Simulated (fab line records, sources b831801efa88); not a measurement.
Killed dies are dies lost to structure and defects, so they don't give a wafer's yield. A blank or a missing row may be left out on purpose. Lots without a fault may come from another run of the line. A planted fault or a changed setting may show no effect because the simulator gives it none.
Which tool did it? | flow sky130 | 6 lots, 17 wafers sampled, at 2 steps of a route of 708

WHAT THE GAUGES READ, wafer by wafer
SKY_SD_N_TW_MEAS_12.
lot  | measured     | on            | SD_N_TW
L697 | day 29 14:24 | film_metro-03 | 3989 3998 3997
L699 | day 30 00:55 | film_metro-02 | 4005 3977 3979
L701 | day 30 17:05 | film_metro-01 | 3925 3967 3939
L706 | day 32 23:25 | film_metro-01 | 3966 3953
L716 | day 35 20:14 | film_metro-02 | 3979 4001 3998
L718 | day 36 04:14 | film_metro-01 | 3935 3949 3953

WHICH TOOL RAN EACH LOT (tool, then ch and the chambers of the sampled wafers, then the start)
lot  | SKY_VT_ADJUST_PCH_DEVELOP_06
L697 | litho_track-04 ch 0, day 11 03:00
L699 | litho_track-01 ch 0, day 11 15:00
L701 | litho_track-03 ch 0, day 12 08:00
L706 | litho_track-03 ch 0, day 14 02:00
L716 | litho_track-01 ch 0, day 17 07:00
L718 | litho_track-01 ch 0, day 17 23:00
- SKY_VT_ADJUST_PCH_DEVELOP_06: develop time 60 s.

THE ANSWER, worked out from the rows above alone
Rule: what is usual is taken from the lots themselves. Put in order of their means at a reading, lots are off if they are a third of the lots or fewer, leave a main group of 4 or more, and stand apart from it by a gap of 3 or more times the standard deviation of the main group's means; of several such gaps the widest counts. A main group whose means are all the same, to the digits that the tables above print for the reading, isn't used. A lot without any number at a reading at which 4 lots or more have one is off too. The other lots that the step has rows for count as sound.
No lot is off at any reading shown: from this, nothing can be told.

WHAT THE SIMULATOR HAD PUT IN
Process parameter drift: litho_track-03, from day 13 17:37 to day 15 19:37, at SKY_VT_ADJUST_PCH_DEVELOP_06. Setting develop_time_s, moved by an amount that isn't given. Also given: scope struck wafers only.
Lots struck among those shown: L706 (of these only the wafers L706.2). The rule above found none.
